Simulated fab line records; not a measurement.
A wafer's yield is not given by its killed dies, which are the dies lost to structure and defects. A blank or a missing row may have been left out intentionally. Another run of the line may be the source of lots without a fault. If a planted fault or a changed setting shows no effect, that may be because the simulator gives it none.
Struck lot and sound lot, side by side / flow gf180mcu / 27 out of 602 route steps
Sound: wafers L268.2, L268.3, L268.6. Wafers L274.1, L274.2, L274.3 were the ones struck. The cause is given at the end.
At each step with rows: each side's tool, then ch and its chambers, then its first start. Under that, the readings that differ: sound wafers / struck wafers / difference of the means / sigmas: that difference in standard deviations of wafers without a fault.
alike: readings whose means differ by less than 2 such deviations, and words and numbers that are the same on both sides. not compared: withheld readings, readings that some wafer has no value for, bounds like >300 that may hide the same value, and numbers for which the record gives no deviation and whose values overlap.
A row with sigmas, a row that says differs or no value, or rows on one side alone: a step with any of these is where the two part. Non-overlapping numbers with no deviation appear without sigmas and do not part them. A reading that every wafer of one side lacks parts them only if that side has two wafers or more.

GF_HV_LDD_ETCHBACK_58: etches Si3N4 in CH3F/O2, stops on SiO2, time 100 s, target depth 90 nm.
  sound on rie-diel-01 ch 0,2, day 15 15:42; struck on rie-diel-01 ch 0,1,3, day 17 10:47
  alike: ch3f-flow-sccm, drypump-motor-current-A, oes-product-au, throttle-valve-pct
  not compared: rf-hours-counter-h
then, 7 steps without rows for these wafers: GF_NSD_DEHYDRATE_00 (time 60 s); GF_NSD_HMDS_01 (prime time 60 s); GF_NSD_COAT_02 (resist thk 1000 nm); GF_NSD_SOFTBAKE_03 (time 60 s); GF_NSD_EXPOSE_04 (exposes mask Nplus, target cd 400 nm); GF_NSD_PEB_05; GF_NSD_DEVELOP_06 (develop time 60 s).
GF_NSD_CD_MEAS_07: the cd target is 400 nm.
  sound on cd-sem-02 at day 16 13:08; struck on cd-sem-02 at day 18 09:47
  alike: cd-nm
GF_NSD_OVL_MEAS_08:
  sound on overlay-01 at day 16 13:14; struck on overlay-01 at day 18 09:54
  alike: NSD_OVL
then, 2 steps without rows for these wafers: GF_NSD_IMPLANT_09; GF_NSD_IMPLANT_10.
GF_NSD_STRIP_11: strips in O2/N2.
  sound on plasma-asher-03 ch 0,1, day 16 13:34; struck on plasma-asher-01 ch 0,1, day 18 10:14
  no value came back on the struck wafers for any of 5 readings (chamber-pressure-mTorr (mTorr), drypump-motor-current-A (A) and others); on the sound wafers chamber-pressure-mTorr (mTorr) reads 1499.2 1497.1 1500.7
reading=model.NOVOLAK_of_NSD_COAT_02.thk-nm (nm); sound=0 0 0; struck=999.4 1002 997.4; difference=+999.6; sigmas=
  not compared: rf-hours-counter-h
GF_NSD_TW_MEAS_12:
  sound on film-metro-01 at day 16 13:41; struck on film-metro-03 at day 18 10:20
reading=NSD_TW; sound=4168 4179 4186; struck=4288 4303 4279; difference=+112; sigmas=+2
then, 7 steps without rows for these wafers: GF_PSD_DEHYDRATE_00 (time 60 s); GF_PSD_HMDS_01 (prime time 60 s); GF_PSD_COAT_02 (resist thk 1000 nm); GF_PSD_SOFTBAKE_03 (time 60 s); GF_PSD_EXPOSE_04 (exposes mask Pplus, target cd 400 nm); GF_PSD_PEB_05; GF_PSD_DEVELOP_06 (develop time 60 s).
GF_PSD_CD_MEAS_07: the cd target is 400 nm.
  sound on cd-sem-01 at day 17 12:39; struck on cd-sem-02 at day 19 09:49
reading=cd-nm (nm); sound=401.0 399.4 401.2; struck=395.5 394.2 394.0; difference=-6.0; sigmas=-3
GF_PSD_OVL_MEAS_08:
  sound on overlay-01 at day 17 12:46; struck on overlay-01 at day 19 09:56
  alike: PSD_OVL
then, 1 step without rows for these wafers: GF_PSD_IMPLANT_09.
GF_PSD_STRIP_10: strips in O2/N2.
  sound on plasma-asher-01 ch 0, day 17 12:59; struck on plasma-asher-01 ch 0,1, day 19 10:07
reading=oes-product-au (a.u.); sound=0.587 0.589 0.591; struck=0.653 0.659 0.663; difference=+0.069; sigmas=+16
reading=strip-time-to-endpoint-s (s); sound=16.50 16.47 16.48; struck=31.49 31.53 31.44; difference=+15.00; sigmas=+99 or more
  alike: chamber-pressure-mTorr, drypump-motor-current-A, heater-power-w
  not compared: rf-hours-counter-h
GF_PSD_TW_MEAS_11:
  sound on film-metro-01 at day 17 13:05; struck on film-metro-03 at day 19 10:13
reading=PSD_TW; sound=3132 3107 3105; struck=30 30 30; difference=-3085; sigmas=-81
then, 1 step without rows for these wafers: GF_PSD_CLEAN_12 (cleans in SC1/SC2, time 150 s).

## WHERE THEY PART
At GF_NSD_STRIP_11 first; at GF_PSD_TW_MEAS_11 last (within this record only).

WHY: whatever the simulator had introduced
Beginning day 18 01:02, the whole step at GF_NSD_STRIP_11 was skipped on plasma-asher-01. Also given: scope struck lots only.
